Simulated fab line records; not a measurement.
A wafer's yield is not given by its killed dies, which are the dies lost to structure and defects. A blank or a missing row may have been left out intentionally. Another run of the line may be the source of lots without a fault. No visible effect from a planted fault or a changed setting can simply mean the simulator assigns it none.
The tool behind it: which one? :: flow gf180mcu :: Sampling: 12 lots, 36 wafers, 6 of 602 route steps

WHAT EACH GAUGE READ, for each wafer
GF_HV_LDD_OVL_MEAS_32. Usual: for HV_LDD_02_OVL the level is -0.1 nm and the standard deviation is 1.7.
lot: L735
measured: day 11 12:07
on: overlay-02
HV_LDD_02_OVL (nm): 1.4 0.3 -0.6
flag: 

lot: L736
measured: day 11 19:56
on: overlay-01
HV_LDD_02_OVL (nm): -0.5 -1.3 -1.8
flag: 

lot: L738
measured: day 12 13:49
on: overlay-02
HV_LDD_02_OVL (nm): 3.6 2.4 3.0
flag: 

lot: L739
measured: day 12 22:05
on: overlay-01
HV_LDD_02_OVL (nm): 3.1 0.6 0.5
flag: 

lot: L740
measured: day 13 04:22
on: overlay-02
HV_LDD_02_OVL (nm): 0.5 0.4 0.0
flag: 

lot: L741
measured: day 13 09:59
on: overlay-02
HV_LDD_02_OVL (nm): 2.9 1.9 2.2
flag: 

lot: L742
measured: day 13 18:40
on: overlay-02
HV_LDD_02_OVL (nm): 0.8 1.6 2.0
flag: 

lot: L744
measured: day 14 10:31
on: overlay-01
HV_LDD_02_OVL (nm): 0.0 0.8 -0.7
flag: 

lot: L745
measured: day 14 19:32
on: overlay-02
HV_LDD_02_OVL (nm): 0.0 -0.7 -0.5
flag: 

lot: L749
measured: day 16 02:40
on: overlay-02
HV_LDD_02_OVL (nm): -2.6 -4.0 -3.7
flag: 

lot: L750
measured: day 16 09:46
on: overlay-02
HV_LDD_02_OVL (nm): -0.2 -0.5 0.1
flag: 

lot: L751
measured: day 16 20:16
on: overlay-01
HV_LDD_02_OVL (nm): -1.2 -0.8 -0.4
flag: 

GF_PSD_RS_MEAS_14: measurement is done with a four-point probe. Usual: for NSD_RS the level is 46.20 ohm/sq and the standard deviation is 0.086.
lot: L735
measured: day 14 03:45
on: film_metro-01
NSD_RS (ohm/sq): 46.09 46.26 46.15
flag: 

lot: L736
measured: day 14 12:55
on: film_metro-02
NSD_RS (ohm/sq): 46.05 46.12 46.12
flag: 

lot: L738
measured: day 15 09:27
on: film_metro-01
NSD_RS (ohm/sq): 46.28 46.34 46.23
flag: 

lot: L739
measured: day 15 17:41
on: film_metro-02
NSD_RS (ohm/sq): 46.20 46.28 46.17
flag: 

lot: L740
measured: day 15 23:50
on: film_metro-03
NSD_RS (ohm/sq): 46.10 46.23 46.21
flag: 

lot: L741
measured: day 16 06:28
on: film_metro-01
NSD_RS (ohm/sq): 46.34 46.27 46.22
flag: 

lot: L742
measured: day 16 15:51
on: film_metro-02
NSD_RS (ohm/sq): 46.10 46.14 46.07
flag: 

lot: L744
measured: day 17 08:25
on: film_metro-02
NSD_RS (ohm/sq): 46.22 46.17 46.11
flag: 

lot: L745
measured: day 17 20:08
on: film_metro-01
NSD_RS (ohm/sq): 46.30 46.25 46.42
flag: 

lot: L749
measured: day 19 04:46
on: film_metro-02
NSD_RS (ohm/sq): 46.15 46.19 46.24
flag: 

lot: L750
measured: day 19 13:38
on: film_metro-01
NSD_RS (ohm/sq): 44.12 44.10 44.12
flag: OFF

lot: L751
measured: day 19 23:28
on: film_metro-01
NSD_RS (ohm/sq): 44.16 44.17 44.13
flag: OFF

GF_PSD_RS_MEAS_15: measurement is done with a four-point probe. Usual: for PSD_RS the level is 108.77 ohm/sq and the standard deviation is 0.27.
lot: L735
measured: day 14 03:52
on: film_metro-01
PSD_RS (ohm/sq): 108.86 109.35 108.63
flag: 

lot: L736
measured: day 14 13:02
on: film_metro-02
PSD_RS (ohm/sq): 108.66 108.47 108.64
flag: 

lot: L738
measured: day 15 09:34
on: film_metro-01
PSD_RS (ohm/sq): 108.89 108.78 108.80
flag: 

lot: L739
measured: day 15 17:49
on: film_metro-02
PSD_RS (ohm/sq): 108.98 108.98 108.71
flag: 

lot: L740
measured: day 15 23:57
on: film_metro-03
PSD_RS (ohm/sq): 108.58 108.43 108.49
flag: 

lot: L741
measured: day 16 06:35
on: film_metro-01
PSD_RS (ohm/sq): 108.79 108.34 108.75
flag: 

lot: L742
measured: day 16 15:58
on: film_metro-02
PSD_RS (ohm/sq): 108.37 108.32 108.38
flag: 

lot: L744
measured: day 17 08:32
on: film_metro-02
PSD_RS (ohm/sq): 108.91 108.80 108.67
flag: 

lot: L745
measured: day 17 20:16
on: film_metro-01
PSD_RS (ohm/sq): 109.08 108.64 109.09
flag: 

lot: L749
measured: day 19 04:53
on: film_metro-02
PSD_RS (ohm/sq): 108.64 108.68 108.87
flag: 

lot: L750
measured: day 19 13:45
on: film_metro-01
PSD_RS (ohm/sq): 104.31 104.50 104.56
flag: OFF

lot: L751
measured: day 19 23:35
on: film_metro-01
PSD_RS (ohm/sq): 104.51 104.81 104.29
flag: OFF

GF_CONTACT_THK_MEAS_03. Usual: for CONTACT_CVD_02_THK the level is 856 nm and the standard deviation is 11.
lot: L735
measured: day 15 01:49
on: film_metro-04
CONTACT_CVD_02_THK (nm): 847 864 857
flag: 

lot: L736
measured: day 15 11:22
on: film_metro-01
CONTACT_CVD_02_THK (nm): 878 863 854
flag: 

lot: L738
measured: day 16 08:37
on: film_metro-04
CONTACT_CVD_02_THK (nm): 841 843 849
flag: 

lot: L739
measured: day 16 16:59
on: film_metro-02
CONTACT_CVD_02_THK (nm): 861 859 876
flag: 

lot: L740
measured: day 16 23:46
on: film_metro-02
CONTACT_CVD_02_THK (nm): 847 854 864
flag: 

lot: L741
measured: day 17 06:26
on: film_metro-04
CONTACT_CVD_02_THK (nm): 860 863 867
flag: 

lot: L742
measured: day 17 15:48
on: film_metro-01
CONTACT_CVD_02_THK (nm): 849 847 856
flag: 

lot: L744
measured: day 18 09:13
on: film_metro-01
CONTACT_CVD_02_THK (nm): 856 858 874
flag: 

lot: L745
measured: day 18 21:52
on: film_metro-01
CONTACT_CVD_02_THK (nm): 858 844 856
flag: 

lot: L749
measured: day 20 06:39
on: film_metro-04
CONTACT_CVD_02_THK (nm): 841 840 858
flag: 

lot: L750
measured: day 20 15:34
on: film_metro-02
CONTACT_CVD_02_THK (nm): 848 850 841
flag: 

lot: L751
measured: day 21 00:48
on: film_metro-04
CONTACT_CVD_02_THK (nm): 845 851 850
flag: 

EACH LOT AND THE TOOL THAT RAN IT (in order: tool; ch and the chambers of the sampled wafers; start)
lot: L735
GF_PSD_RTA_13: rtp_anneal-02 ch 0, day 14 03:40
GF_SAB_STRIP_13: plasma_asher-01 ch 0,1, day 15 00:55

lot: L736
GF_PSD_RTA_13: rtp_anneal-01 ch 0, day 14 12:49
GF_SAB_STRIP_13: plasma_asher-02 ch 0,1, day 15 10:23

lot: L738
GF_PSD_RTA_13: rtp_anneal-01 ch 0, day 15 09:22
GF_SAB_STRIP_13: plasma_asher-01 ch 0,1, day 16 07:40

lot: L739
GF_PSD_RTA_13: rtp_anneal-01 ch 0, day 15 17:35
GF_SAB_STRIP_13: plasma_asher-04 ch 0,1, day 16 16:05

lot: L740
GF_PSD_RTA_13: rtp_anneal-01 ch 0, day 15 23:44
GF_SAB_STRIP_13: plasma_asher-04 ch 0,1, day 16 22:52

lot: L741
GF_PSD_RTA_13: rtp_anneal-01 ch 0, day 16 06:23
GF_SAB_STRIP_13: plasma_asher-01 ch 0,1, day 17 05:32

lot: L742
GF_PSD_RTA_13: rtp_anneal-02 ch 0, day 16 15:43
GF_SAB_STRIP_13: plasma_asher-01 ch 0,1, day 17 14:54

lot: L744
GF_PSD_RTA_13: rtp_anneal-01 ch 0, day 17 08:20
GF_SAB_STRIP_13: plasma_asher-04 ch 0,1, day 18 08:16

lot: L745
GF_PSD_RTA_13: rtp_anneal-01 ch 0, day 17 20:03
GF_SAB_STRIP_13: plasma_asher-04 ch 0,1, day 18 20:58

lot: L749
GF_PSD_RTA_13: rtp_anneal-02 ch 0, day 19 04:41
GF_SAB_STRIP_13: plasma_asher-04 ch 0,1, day 20 05:45

lot: L750
GF_PSD_RTA_13: rtp_anneal-01 ch 0, day 19 13:33
GF_SAB_STRIP_13: plasma_asher-04 ch 0,1, day 20 14:40

lot: L751
GF_PSD_RTA_13: rtp_anneal-01 ch 0, day 19 23:22
GF_SAB_STRIP_13: plasma_asher-02 ch 0,1, day 20 23:55
- GF_PSD_RTA_13: time 20 s.
- GF_SAB_STRIP_13: strips in O2/N2.

WHAT THE TOOLS THEMSELVES READ (means of the sampled wafers that have a number; where no wafer has one, the mark that the record gives instead)
GF_PSD_RTA_13. Usual: lamp_power_pct 28.2 %, standard deviation 1.6; run_length_s 48.58 s, standard deviation 0.29; wafer_temp_C_max 1029.2, standard deviation 0.87.
lot: L735
tool: rtp_anneal-02
lamp_power_pct (%): 30.3
run_length_s (s): 48.31
wafer_temp_C_max: 1029.4
flag: 

lot: L736
tool: rtp_anneal-01
lamp_power_pct (%): 27.0
run_length_s (s): 48.71
wafer_temp_C_max: 1028.7
flag: 

lot: L738
tool: rtp_anneal-01
lamp_power_pct (%): 27.0
run_length_s (s): 48.86
wafer_temp_C_max: 1029.8
flag: 

lot: L739
tool: rtp_anneal-01
lamp_power_pct (%): 27.0
run_length_s (s): 48.70
wafer_temp_C_max: 1029.1
flag: 

lot: L740
tool: rtp_anneal-01
lamp_power_pct (%): 27.0
run_length_s (s): 48.84
wafer_temp_C_max: 1028.6
flag: 

lot: L741
tool: rtp_anneal-01
lamp_power_pct (%): 27.0
run_length_s (s): 48.78
wafer_temp_C_max: 1028.4
flag: 

lot: L742
tool: rtp_anneal-02
lamp_power_pct (%): 30.2
run_length_s (s): 48.21
wafer_temp_C_max: 1028.7
flag: 

lot: L744
tool: rtp_anneal-01
lamp_power_pct (%): 27.0
run_length_s (s): 48.89
wafer_temp_C_max: 1028.2
flag: 

lot: L745
tool: rtp_anneal-01
lamp_power_pct (%): 27.1
run_length_s (s): 48.72
wafer_temp_C_max: 1029.1
flag: 

lot: L749
tool: rtp_anneal-02
lamp_power_pct (%): 30.2
run_length_s (s): 48.08
wafer_temp_C_max: 1030.7
flag: 

lot: L750
tool: rtp_anneal-01
lamp_power_pct (%): 27.0
run_length_s (s): 58.79
wafer_temp_C_max: 1028.5
flag: OFF

lot: L751
tool: rtp_anneal-01
lamp_power_pct (%): 27.0
run_length_s (s): 59.06
wafer_temp_C_max: 1028.9
flag: OFF

GF_SAB_STRIP_13. Usual: drypump_motor_current_A 6.04 A, standard deviation 0.29; heater_power_w 357 W, standard deviation 29; oes_product_au 0.709 a.u., standard deviation 0.0041; strip_time_to_endpoint_s 12.61 s, standard deviation 0.031.
lot: L735
tool: plasma_asher-01
drypump_motor_current_A (A): 6.33
heater_power_w (W): 333
oes_product_au (a.u.): 0.714
strip_time_to_endpoint_s (s): 12.55
flag: 

lot: L736
tool: plasma_asher-02
drypump_motor_current_A (A): 6.05
heater_power_w (W): 371
oes_product_au (a.u.): 0.710
strip_time_to_endpoint_s (s): 12.61
flag: 

lot: L738
tool: plasma_asher-01
drypump_motor_current_A (A): 6.35
heater_power_w (W): 331
oes_product_au (a.u.): 0.711
strip_time_to_endpoint_s (s): 12.58
flag: 

lot: L739
tool: plasma_asher-04
drypump_motor_current_A (A): 5.90
heater_power_w (W): 361
oes_product_au (a.u.): 0.709
strip_time_to_endpoint_s (s): 12.61
flag: 

lot: L740
tool: plasma_asher-04
drypump_motor_current_A (A): 5.93
heater_power_w (W): 380
oes_product_au (a.u.): 0.707
strip_time_to_endpoint_s (s): 12.61
flag: 

lot: L741
tool: plasma_asher-01
drypump_motor_current_A (A): 6.06
heater_power_w (W): 341
oes_product_au (a.u.): 0.709
strip_time_to_endpoint_s (s): 12.59
flag: 

lot: L742
tool: plasma_asher-01
drypump_motor_current_A (A): 6.35
heater_power_w (W): 330
oes_product_au (a.u.): 0.710
strip_time_to_endpoint_s (s): 12.61
flag: 

lot: L744
tool: plasma_asher-04
drypump_motor_current_A (A): 5.88
heater_power_w (W): 360
oes_product_au (a.u.): 0.709
strip_time_to_endpoint_s (s): 12.64
flag: 

lot: L745
tool: plasma_asher-04
drypump_motor_current_A (A): 5.91
heater_power_w (W): 360
oes_product_au (a.u.): 0.709
strip_time_to_endpoint_s (s): 12.63
flag: 

lot: L749
tool: plasma_asher-04
drypump_motor_current_A (A): 5.89
heater_power_w (W): 366
oes_product_au (a.u.): 0.711
strip_time_to_endpoint_s (s): 12.63
flag: 

lot: L750
tool: plasma_asher-04
drypump_motor_current_A (A): 5.91
heater_power_w (W): 378
oes_product_au (a.u.): 0.710
strip_time_to_endpoint_s (s): 12.57
flag: 

lot: L751
tool: plasma_asher-02
drypump_motor_current_A (A): 6.06
heater_power_w (W): 366
oes_product_au (a.u.): 0.709
strip_time_to_endpoint_s (s): 12.60
flag: 

THE ANSWER, worked out from the rows above alone
Rule: take the mean of a lot's wafers that have a number; if it is more than 3 standard deviations from the usual mean, the lot is off. Also off: a lot with no number at a reading for which 4 or more lots have one. The other lots that the step has rows for count as sound. First the gauges in route order, then the tools' own readings, where a lot's mean is used as printed above. At the first step where some lot is off, the reading lying furthest off is the one used; lots without a number count as furthest.
Off: at GF_PSD_RS_MEAS_14 (NSD_RS), L750, L751.
A tool fits if, at a process step before that reading, it ran every lot that is off, and no sound lot after the first of them. The gauges at GF_PSD_RS_MEAS_14 aren't tried: what is off there is off at GF_PSD_RTA_13 too, on other tools, and a gauge's error can't cause that. One candidate fits, namely rtp_anneal-01 at GF_PSD_RTA_13. Its last sound lot is L745 (day 17 20:03), its first lot that is off L750 (day 19 13:33): a fault that began between those two fits.
On the lots that are off, the tool's own readings at GF_PSD_RTA_13 differ by more than 5 times the standard deviation of the sound lots' means, which bears it out; run_length_s reads 58.92 s there versus 48.61 s on the sound lots.

WHAT WAS PUT IN BY THE SIMULATOR
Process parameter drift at GF_PSD_RTA_13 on rtp_anneal-01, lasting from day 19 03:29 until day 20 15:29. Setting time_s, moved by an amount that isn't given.
Struck lots among those shown: L750, L751. The same result came from the rule above.
